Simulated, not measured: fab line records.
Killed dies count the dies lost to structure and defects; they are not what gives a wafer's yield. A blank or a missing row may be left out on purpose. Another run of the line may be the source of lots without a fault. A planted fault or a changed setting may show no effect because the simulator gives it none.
Matching of chambers / flow sky130 / SKY_VIA1_CMP_02 on cmp-02: 4 sister chambers
The step polishes SiO2. 4 wafers are shown with their chamber, then 6 later ones without.

== WAFERS PAIRED WITH THEIR CHAMBERS ==
wafer=L913.4; chamber=0; motor_current_A (A)=15.2
wafer=L914.6; chamber=2; motor_current_A (A)=12.9
wafer=L922.1; chamber=3; motor_current_A (A)=11.0
wafer=L922.2; chamber=1; motor_current_A (A)=13.2

== WAFERS WITH NO CHAMBER GIVEN ==
wafer=L925.2; motor_current_A (A)=12.5
wafer=L925.3; motor_current_A (A)=12.3
wafer=L925.5; motor_current_A (A)=10.6
wafer=L928.2; motor_current_A (A)=14.8
wafer=L928.4; motor_current_A (A)=10.7
wafer=L928.5; motor_current_A (A)=11.8

== WHICH CHAMBER EACH WENT THROUGH ==
wafer=L925.2; from the rows above=can't be placed: 2 or 1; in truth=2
wafer=L925.3; from the rows above=can't be placed: 2 or 1 or 3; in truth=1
wafer=L925.5; from the rows above=3; in truth=3
wafer=L928.2; from the rows above=0; in truth=0
wafer=L928.4; from the rows above=3; in truth=3
wafer=L928.5; from the rows above=can't be placed: 3 or 2 or 1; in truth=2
Correct placement for 3 of the 6. Cannot be placed on the basis of these rows: 3; the candidates contain the true chamber in 3. Wrongly placed: 0.
How it was worked out, from the rows above alone: a wafer's distance from a chamber is the root of the sum, over the readings, of the square of ((its reading less the chamber's mean) divided by the reading's scatter). The wafer belongs to the nearest chamber; if the next one is less than 2 further off, it can't be placed. A chamber's mean is the mean of its shown wafers. The scatter: with one shown wafer a chamber, the root of the mean of the squares of how far each hidden wafer lies from its nearest shown one.
